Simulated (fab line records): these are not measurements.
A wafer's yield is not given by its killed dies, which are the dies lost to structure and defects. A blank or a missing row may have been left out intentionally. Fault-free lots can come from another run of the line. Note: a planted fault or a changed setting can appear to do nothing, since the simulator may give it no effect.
Struck lot and sound lot, side by side	flow sfqLine	14 steps out of a route of 325
Sound: these wafers, L245.3, L245.4, L245.5. Struck: wafer L255.1. (L255.2, L255.3 of the same lot were not struck and are left out.) The cause comes at the end.
At each step with rows: each side's tool, then ch and its chambers, then its first start. Under that, the readings that differ: sound wafers	struck wafers	difference of the means	sigmas: that difference in standard deviations of wafers without a fault.
alike: words and numbers the same on both sides, and readings whose means are apart by under 2 such deviations; not compared: readings that were withheld, readings missing a value for some wafer, numbers with overlapping values and no deviation given by the record, and bounds like >300 which may hide the same value.
A row with sigmas, a row that says differs or no value, or rows on one side alone: a step with any of these is where the two part. Numbers that don't overlap but have no deviation are shown without sigmas and don't part them. A reading that every wafer of one side lacks parts them only if that side has two wafers or more.

first, 6 steps without rows for these wafers: SFQ_TRILAYER_M2_LITHO_COAT_062 (resist thk 62 nm); SFQ_TRILAYER_M2_LITHO_COAT_057 (resist thk 600 nm); SFQ_TRILAYER_M2_LITHO_SOFTBAKE_061; SFQ_TRILAYER_M2_LITHO_EXPOSE_058 (exposes mask M2, target cd 500 nm); SFQ_TRILAYER_M2_LITHO_PEB_060 (peb time 60 s); SFQ_TRILAYER_M2_LITHO_DEVELOP_059 (time 60 s).
SFQ_M2_OVL_MEAS_916:
  sound: overlay-01 at day 23 07:37; struck: overlay-02 at day 27 13:17
reading	sound	struck	difference	sigmas
M2_OVL (nm)	-5 -7 -5	8	+14	+3
SFQ_TRILAYER_M2_BARC_OPEN_METAL_ETCH_077: etches BARC in O2, target depth 125 nm, time 41.7 s.
  sound on rieMetal-04 ch 0,1, day 23 07:40; struck on rieMetal-01 ch 1, day 27 13:19
reading	sound	struck	difference	sigmas
rfHoursCounterH (h)	- - -	90	no value on the sound wafers	
  alike: drypumpMotorCurrentA, oesProductAu
SFQ_TRILAYER_M2_ETCH_METAL_ETCH_060: etches Nb in Cl2/Ar, stops on SiO2, target depth 240 nm, time 120 s.
  sound on rieMetal-04 ch 0,1, day 23 07:44; struck on rieMetal-01 ch 1, day 27 13:23
reading	sound	struck	difference	sigmas
rfHoursCounterH (h)	- - -	90	no value on the sound wafers	
  alike: drypumpMotorCurrentA, oesProductAu
SFQ_TRILAYER_M2_STRIP_STRIP_061: strips in O2.
  sound on rieMetal-04 ch 0,1, day 23 08:02; struck on rieMetal-01 ch 1, day 27 13:30
reading	sound	struck	difference	sigmas
rfHoursCounterH (h)	- - -	90	no value on the sound wafers	
  alike: drypumpMotorCurrentA, oesProductAu
then, 1 step without rows for these wafers: SFQ_TRILAYER_M2_STRIP_SOLV_CLEAN_062 (cleans in NMP, time 600 s).
SFQ_TRILAYER_I2_DEP_PECVD_063: deposits SiO2 from SiH4/N2O, time 111.11 s, target thk 500 nm.
  sound on pecvd-02 ch 1,2, day 23 08:36; struck on pecvd-02 ch 1, day 27 14:17
  alike: heaterPowerOuterW, heaterPowerW, throttleValvePct
SFQ_TRILAYER_I2_CMP_CMP_064: polishes SiO2.
  sound on cmp-01 ch 0,3, day 23 08:41; struck on cmp-02 ch 2, day 27 15:58
reading	sound	struck	difference	sigmas
timeToEndpointS (s)	203 211 214	123	-86	-12
  alike: headPressurePsi, motorCurrentA, slurryFilterDpKPa, slurryFlowMlMin
SFQ_I2_BOW_MEAS_917:
  sound: filmMetro-01 at day 23 11:43; struck: filmMetro-03 at day 27 17:58
  alike: I2_BOW

== WHERE THEY PART ==
Last at SFQ_TRILAYER_I2_CMP_CMP_064 as far as this record goes, first at SFQ_M2_OVL_MEAS_916. Later steps at which nothing parts them and some readings are alike: SFQ_I2_BOW_MEAS_917.

WHY: what the simulator had put in
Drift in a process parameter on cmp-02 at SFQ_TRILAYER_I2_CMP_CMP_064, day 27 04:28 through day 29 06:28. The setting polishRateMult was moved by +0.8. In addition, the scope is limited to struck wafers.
